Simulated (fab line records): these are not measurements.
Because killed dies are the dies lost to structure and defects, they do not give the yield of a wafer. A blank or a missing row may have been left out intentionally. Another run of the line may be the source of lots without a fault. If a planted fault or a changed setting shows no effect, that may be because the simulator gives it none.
Which tool did it? | flow gf180mcu | Sampling: 13 lots, 39 wafers, 5 of 602 route steps

## WHAT THE GAUGES SHOWED, per wafer
GF_POLY_GATE_THK_MEAS_17.
lot  | measured     | on            | POLY_GATE_OXIDATION_THK (nm)
L355 | day 9 07:20  | film_metro-02 | 4.06 3.98 4.04
L356 | day 9 10:46  | film_metro-02 | 3.93 3.97 3.93
L357 | day 9 18:20  | film_metro-04 | 4.10 3.95 4.01
L359 | day 10 03:43 | film_metro-02 | 3.86 3.95 3.87
L360 | day 10 15:26 | film_metro-04 | 3.88 3.94 3.91
L361 | day 10 22:13 | film_metro-03 | 3.90 4.06 4.04
L369 | day 13 11:41 | film_metro-04 | 3.93 3.96 3.91
L372 | day 14 07:24 | film_metro-03 | 4.03 4.03 3.97
L373 | day 14 17:14 | film_metro-03 | 4.16 4.15 4.13
L374 | day 14 21:37 | film_metro-02 | 4.01 4.05 4.07
L375 | day 15 04:50 | film_metro-02 | 4.06 4.01 4.00
L376 | day 15 13:01 | film_metro-02 | 4.00 3.91 3.92
L377 | day 15 19:08 | film_metro-02 | 3.89 3.94 3.91

GF_NSD_CD_MEAS_07: the cd target is 400 nm.
lot  | measured     | on        | cd_nm (nm)
L355 | day 13 08:40 | cd_sem-01 | 400.3 402.0 398.9
L356 | day 13 12:19 | cd_sem-02 | 401.7 402.0 402.1
L357 | day 13 20:00 | cd_sem-02 | 398.5 399.0 400.7
L359 | day 14 08:19 | cd_sem-02 | 400.6 400.8 401.8
L360 | day 14 21:23 | cd_sem-02 | 398.6 397.1 399.1
L361 | day 15 07:01 | cd_sem-01 | 398.1 399.6 399.1
L369 | day 18 07:03 | cd_sem-01 | 402.0 275.6 274.5 402.0 275.5 274.2
L372 | day 19 04:52 | cd_sem-02 | 398.8 401.5 399.5
L373 | day 19 15:16 | cd_sem-02 | 398.8 399.4 400.3
L374 | day 19 20:19 | cd_sem-01 | 399.7 402.6 401.3
L375 | day 20 03:31 | cd_sem-01 | 397.1 397.3 396.7
L376 | day 20 12:13 | cd_sem-02 | 404.9 403.8 404.0
L377 | day 20 18:22 | cd_sem-02 | 396.0 394.1 395.2

GF_PSD_RS_MEAS_14: uses a four-point probe to measure.
lot  | measured     | on            | NSD_RS (ohm/sq)
L355 | day 14 05:44 | film_metro-01 | 46.22 46.15 46.15
L356 | day 14 09:35 | film_metro-02 | 46.14 46.28 46.22
L357 | day 14 17:58 | film_metro-01 | 46.07 46.16 46.00
L359 | day 15 07:28 | film_metro-01 | 46.11 46.12 46.04
L360 | day 15 20:43 | film_metro-01 | 46.11 46.04 45.98
L361 | day 16 05:46 | film_metro-01 | 46.06 46.15 46.14
L369 | day 19 07:22 | film_metro-02 | 46.28 46.31 46.22
L372 | day 20 04:58 | film_metro-01 | 46.07 46.27 46.12
L373 | day 20 15:11 | film_metro-02 | 46.28 46.16 46.29
L374 | day 20 21:07 | film_metro-03 | 46.08 46.12 46.13
L375 | day 21 04:05 | film_metro-02 | 46.27 46.19 46.22
L376 | day 21 12:23 | film_metro-03 | 46.13 46.19 46.20
L377 | day 21 18:49 | film_metro-01 | 46.06 46.06 46.10

## WHAT TOOL EACH LOT RAN ON (gives the tool, then ch and the chambers of the sampled wafers, and finally the start)
lot  | GF_HV_LDD_STRIP_22                   | GF_NSD_DEVELOP_06
L355 | plasma_asher-01 ch 0,1, day 10 19:06 | litho_track-04 ch 0, day 13 08:32
L356 | plasma_asher-04 ch 0,1, day 10 22:30 | litho_track-03 ch 0, day 13 12:10
L357 | plasma_asher-04 ch 0,1, day 11 06:07 | litho_track-04 ch 0, day 13 19:51
L359 | plasma_asher-03 ch 0,1, day 11 15:52 | litho_track-03 ch 0, day 14 08:10
L360 | plasma_asher-03 ch 0,1, day 12 04:33 | litho_track-03 ch 0, day 14 21:14
L361 | plasma_asher-03 ch 0,1, day 12 12:34 | litho_track-02 ch 0, day 15 06:52
L369 | plasma_asher-04 ch 0,1, day 15 06:58 | litho_track-04 ch 0, day 18 06:54
L372 | plasma_asher-03 ch 0,1, day 16 03:50 | litho_track-03 ch 0, day 19 04:43
L373 | plasma_asher-01 ch 0,1, day 16 14:22 | litho_track-02 ch 0, day 19 15:07
L374 | plasma_asher-04 ch 0,1, day 16 18:31 | litho_track-03 ch 0, day 19 20:10
L375 | plasma_asher-03 ch 0,1, day 17 03:09 | litho_track-02 ch 0, day 20 03:22
L376 | plasma_asher-04 ch 0,1, day 17 11:13 | litho_track-02 ch 0, day 20 12:04
L377 | plasma_asher-03 ch 0,1, day 17 17:41 | litho_track-03 ch 0, day 20 18:13
- GF_HV_LDD_STRIP_22: strips in O2/N2.
- GF_NSD_DEVELOP_06: develop time 60 s.

## WHAT THE TOOLS THEMSELVES READ (means of the sampled wafers that have a number; where no wafer has one, the mark that the record gives instead)
GF_HV_LDD_STRIP_22.
lot  | tool            | drypump_motor_current_A (A) | heater_power_w (W) | oes_product_au (a.u.) | strip_time_to_endpoint_s (s)
L355 | plasma_asher-01 | 6.36                        | 316                | 0.715                 | 12.58
L356 | plasma_asher-04 | 6.09                        | 273                | 0.717                 | 12.68
L357 | plasma_asher-04 | 6.01                        | 274                | 0.715                 | 12.58
L359 | plasma_asher-03 | 6.13                        | 348                | 0.711                 | 12.61
L360 | plasma_asher-03 | 6.12                        | 345                | 0.719                 | 12.54
L361 | plasma_asher-03 | 6.13                        | 357                | 0.713                 | 12.60
L369 | plasma_asher-04 | 6.03                        | 277                | 0.720                 | 12.62
L372 | plasma_asher-03 | 6.12                        | 352                | 0.718                 | 12.60
L373 | plasma_asher-01 | 6.19                        | 316                | 0.719                 | 12.61
L374 | plasma_asher-04 | 6.04                        | 280                | 0.714                 | 12.63
L375 | plasma_asher-03 | 6.13                        | 348                | 0.718                 | 12.58
L376 | plasma_asher-04 | 6.07                        | 277                | 0.719                 | 12.61
L377 | plasma_asher-03 | 6.13                        | 352                | 0.718                 | 12.64

GF_NSD_DEVELOP_06.
lot  | tool           | resist_line_temp_C (C)
L355 | litho_track-04 | 22.86
L356 | litho_track-03 | 22.90
L357 | litho_track-04 | 22.98
L359 | litho_track-03 | 22.96
L360 | litho_track-03 | 22.96
L361 | litho_track-02 | 22.92
L369 | litho_track-04 | 22.89
L372 | litho_track-03 | 23.00
L373 | litho_track-02 | 23.09
L374 | litho_track-03 | 23.00
L375 | litho_track-02 | 22.93
L376 | litho_track-02 | 22.82
L377 | litho_track-03 | 23.05

## THE ANSWER, worked out from the rows above alone
Rule: the usual values come from the lots themselves. Put in order of their means at a reading, lots are off if they are a third of the lots or fewer, leave a main group of 4 or more, and stand apart from it by a gap of 3 or more times the standard deviation of the main group's means; of several such gaps the widest counts. A main group is skipped when, at the precision printed for the reading in the tables above, its means are all equal. Also off: a lot with no number at a reading for which 4 or more lots have one. The other lots that the step has rows for count as sound. First the gauges in route order, then the tools' own readings, where a lot's mean is used as printed above. At the first step where some lot is off, the reading lying furthest off is the one used; lots without a number count as furthest.
Off: L369, at GF_NSD_CD_MEAS_07 (cd_nm). For the main group the mean is 399.8 nm and the standard deviation 2.3.
A tool fits if, at a process step before that reading, it ran every lot that is off, and no sound lot after the first of them. The gauges at GF_NSD_CD_MEAS_07 are tried like those tools. One candidate fits, namely litho_track-04 at GF_NSD_DEVELOP_06. Its last sound lot is L357 (day 13 19:51), its first lot that is off L369 (day 18 06:54): a fault that began between those two fits.

## WHAT HAD BEEN PUT IN BY THE SIMULATOR
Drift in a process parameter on litho_track-04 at GF_NSD_DEVELOP_06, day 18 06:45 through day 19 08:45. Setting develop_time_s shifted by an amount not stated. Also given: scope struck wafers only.
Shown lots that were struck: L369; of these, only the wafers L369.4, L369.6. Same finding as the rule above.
